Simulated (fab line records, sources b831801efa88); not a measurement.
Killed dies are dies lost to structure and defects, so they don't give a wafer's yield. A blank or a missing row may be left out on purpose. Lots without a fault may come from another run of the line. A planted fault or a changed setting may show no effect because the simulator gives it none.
Which tool did it? | flow sky130 | 15 lots, 45 wafers sampled, at 2 steps of a route of 708

WHAT THE GAUGES READ, wafer by wafer
SKY_SD_N_TW_MEAS_12. Usual: SD_N_TW 4021, standard deviation 23.
lot  | measured     | on            | SD_N_TW        | flag
L949 | day 28 01:23 | film_metro-01 | 4019 4059 4052 |
L950 | day 28 11:21 | film_metro-03 | 4028 4031 4037 |
L951 | day 28 23:53 | film_metro-04 | 4002 3994 3991 |
L952 | day 29 04:20 | film_metro-04 | 4010 4035 4022 |
L953 | day 29 20:35 | film_metro-03 | 4027 4044 4044 |
L954 | day 30 09:29 | film_metro-01 | 4023 4006 4036 |
L955 | day 30 12:08 | film_metro-04 | 4005 3996 4010 |
L960 | day 32 02:20 | film_metro-04 | 4020 4026 4035 |
L959 | day 32 06:41 | film_metro-03 | 4061 4059 4060 |
L961 | day 32 20:14 | film_metro-04 | 4023 4015 4007 |
L965 | day 33 15:32 | film_metro-04 | 3982 3991 3988 |
L966 | day 34 03:14 | film_metro-04 | 3983 4034 4019 |
L967 | day 34 11:29 | film_metro-03 | 4001 4022 4014 |
L969 | day 35 06:05 | film_metro-03 | 4035 4034 4049 |
L971 | day 35 22:53 | film_metro-01 | 4054 4038 4038 |

WHICH TOOL RAN EACH LOT (tool, then ch and the chambers of the sampled wafers, then the start)
lot  | SKY_LDD_HVP_STRIP_09
L949 | plasma_asher-03 ch 0,1, day 21 20:37
L950 | plasma_asher-03 ch 0,1, day 22 07:37
L951 | plasma_asher-03 ch 1, day 22 18:21
L952 | plasma_asher-02 ch 1, day 22 21:55
L953 | plasma_asher-02 ch 0,1, day 23 16:55
L954 | plasma_asher-03 ch 1, day 24 04:37
L955 | plasma_asher-01 ch 0,1, day 24 10:34
L960 | plasma_asher-02 ch 0,1, day 26 01:18
L959 | plasma_asher-01 ch 0,1, day 26 04:24
L961 | plasma_asher-01 ch 0,1, day 26 17:42
L965 | plasma_asher-01 ch 0,1, day 27 16:15
L966 | plasma_asher-03 ch 1, day 28 02:55
L967 | plasma_asher-02 ch 0,1, day 28 13:30
L969 | plasma_asher-03 ch 0,1, day 29 08:52
L971 | plasma_asher-03 ch 0,1, day 30 02:50
- SKY_LDD_HVP_STRIP_09: strips in O2/N2.

WHAT THE TOOLS THEMSELVES READ (means of the sampled wafers that have a number; where no wafer has one, the mark that the record gives instead)
SKY_LDD_HVP_STRIP_09. Usual: drypump_motor_current_A 5.7 A, standard deviation 0.49; oes_product_au 0.408 a.u., standard deviation 0.0048; strip_time_to_endpoint_s 4.135 s, standard deviation 0.016.
lot  | tool            | drypump_motor_current_A (A) | oes_product_au (a.u.) | strip_time_to_endpoint_s (s) | flag
L949 | plasma_asher-03 | 6.3                         | 0.408                 | 4.125                        |
L950 | plasma_asher-03 | 6.1                         | 0.407                 | 4.120                        |
L951 | plasma_asher-03 | 6.5                         | 0.410                 | 4.127                        |
L952 | plasma_asher-02 | 5.5                         | 0.409                 | 4.138                        |
L953 | plasma_asher-02 | 5.7                         | 0.411                 | 4.163                        |
L954 | plasma_asher-03 | 6.5                         | 0.404                 | 4.144                        |
L955 | plasma_asher-01 | 5.2                         | 0.412                 | 4.122                        |
L960 | plasma_asher-02 | 5.8                         | 0.403                 | 4.154                        |
L959 | plasma_asher-01 | 5.2                         | 0.411                 | 4.128                        |
L961 | plasma_asher-01 | 5.2                         | 0.406                 | 4.100                        |
L965 | plasma_asher-01 | 5.2                         | 0.409                 | 4.109                        |
L966 | plasma_asher-03 | 6.5                         | 0.405                 | 4.125                        |
L967 | plasma_asher-02 | 5.7                         | 0.406                 | 4.144                        |
L969 | plasma_asher-03 | 6.1                         | 0.406                 | 4.148                        |
L971 | plasma_asher-03 | 6.3                         | 0.409                 | 4.146                        |

THE ANSWER, worked out from the rows above alone
Rule: a lot is off if the mean of its wafers that have a number lies more than 3 standard deviations from the usual mean. A lot without any number at a reading at which 4 lots or more have one is off too. The other lots that the step has rows for count as sound. The gauges are gone through in route order, then the tools' own readings, and for those a lot's mean is taken as printed above. The first step at which some lot is off is used, and at that step the reading that is off furthest; a lot without a number counts as furthest.
No lot is off at any reading shown: from this, nothing can be told.

WHAT THE SIMULATOR HAD PUT IN
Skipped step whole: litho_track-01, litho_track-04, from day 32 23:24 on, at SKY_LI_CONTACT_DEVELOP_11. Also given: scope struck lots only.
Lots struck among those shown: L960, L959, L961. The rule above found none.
